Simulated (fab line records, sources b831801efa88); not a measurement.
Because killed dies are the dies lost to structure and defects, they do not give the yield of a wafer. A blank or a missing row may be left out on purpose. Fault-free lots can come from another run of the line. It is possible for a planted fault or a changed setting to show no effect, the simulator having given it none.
2 desks, one fault    flow sky130    what lay behind the numbers comes last; until then each desk has only its own

== TOOL OWNER'S DESK, cvd w-02 ==
The tool's own readings at SKY_CONTACT_CVD_24 (deposits W, target thk 340 nm, time 102.12 s): means of the sampled wafers that have a number, for each lot that ran on this tool. A lot is out of limits, marked OUT, if its mean lies more than 4 standard deviations from the usual mean; the brackets give that distance.
Columns: A = heater power w at SKY_CONTACT_CVD_24, usual 894 W
lot   first seen here  A
L347  day 32 15:52     821
L348  day 32 17:50     790
L359  day 36 15:03     792
L360  day 36 22:00     792
L361  day 37 04:48     824
Result from this desk: across the 5 lots, nothing is out of limits.

== METROLOGY DESK ==
What the gauges read, lot by lot, whatever tool the lot ran on: means of the sampled wafers that have a number. A lot is out of limits, marked OUT, if its mean lies more than 4 standard deviations from the usual mean; the brackets give that distance.
Columns: A = cd nm at SKY_SD_N_CD_MEAS_07, usual 379.9 nm; B = cd nm at SKY_LI_CONTACT_CD_MEAS_12, usual 170.8 nm; C = CONTACT_W_RS at SKY_CONTACT_RS_MEAS_25, usual 0.340 ohm/sq; D = CONTACT_W_THK at SKY_CONTACT_THK_MEAS_26, usual 336 nm; E = VIA1_BOW at SKY_VIA1_BOW_MEAS_03, usual 80 um
lot   first seen here  A      B      C                 D               E
L344  day 27 19:16     378.0  170.0  0.341             339             92
L347  day 28 22:27     378.4  171.5  0.334             343             76
L348  day 29 02:16     376.5  169.4  0.336             342             74
L350  day 30 04:09     379.5  171.8  0.338             332             79
L351  day 30 09:22     381.1  168.7  0.337             328             79
L359  day 33 02:02     379.0  169.8  0.367 (+8.5) OUT  314 (-4.2) OUT  78
L360  day 33 08:09     383.0  173.9  0.360 (+6.2) OUT  320             84
L361  day 33 16:09     376.9  171.6  0.367 (+8.5) OUT  315 (-4.0) OUT  84
L364  day 34 13:31     381.7  171.1  0.340             337             82
L365  day 34 20:41     382.9  168.0  0.343             335             86
L366  day 35 05:06     380.7  172.9  0.343             330             75
L367  day 35 07:19     375.9  169.9  0.341             332             82
This desk's result: L359, L360, L361 out of limits, first on L359 (CONTACT_W_RS at SKY_CONTACT_RS_MEAS_25), day 36 15:11. L344, L347, L348, L350, L351, L364, L365, L366, L367: within limits.

== TAKEN TOGETHER ==
L359, L360, L361 would have let the metrology desk raise an alarm at day 36 15:11.
The desk of the tool owner found nothing out of limits.
On record at the tool owner's desk: L359, L360, L361, within its limits.
The lots listed all ran SKY_CONTACT_CVD_24 on cvd w-02.

== WHAT THE SIMULATOR PUT IN ==
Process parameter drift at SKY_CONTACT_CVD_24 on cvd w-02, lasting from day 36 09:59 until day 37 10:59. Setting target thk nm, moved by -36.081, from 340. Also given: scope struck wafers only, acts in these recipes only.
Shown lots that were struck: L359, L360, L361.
Hours from the fault's start to each desk's first reading out of limits: the metrology desk, 5.
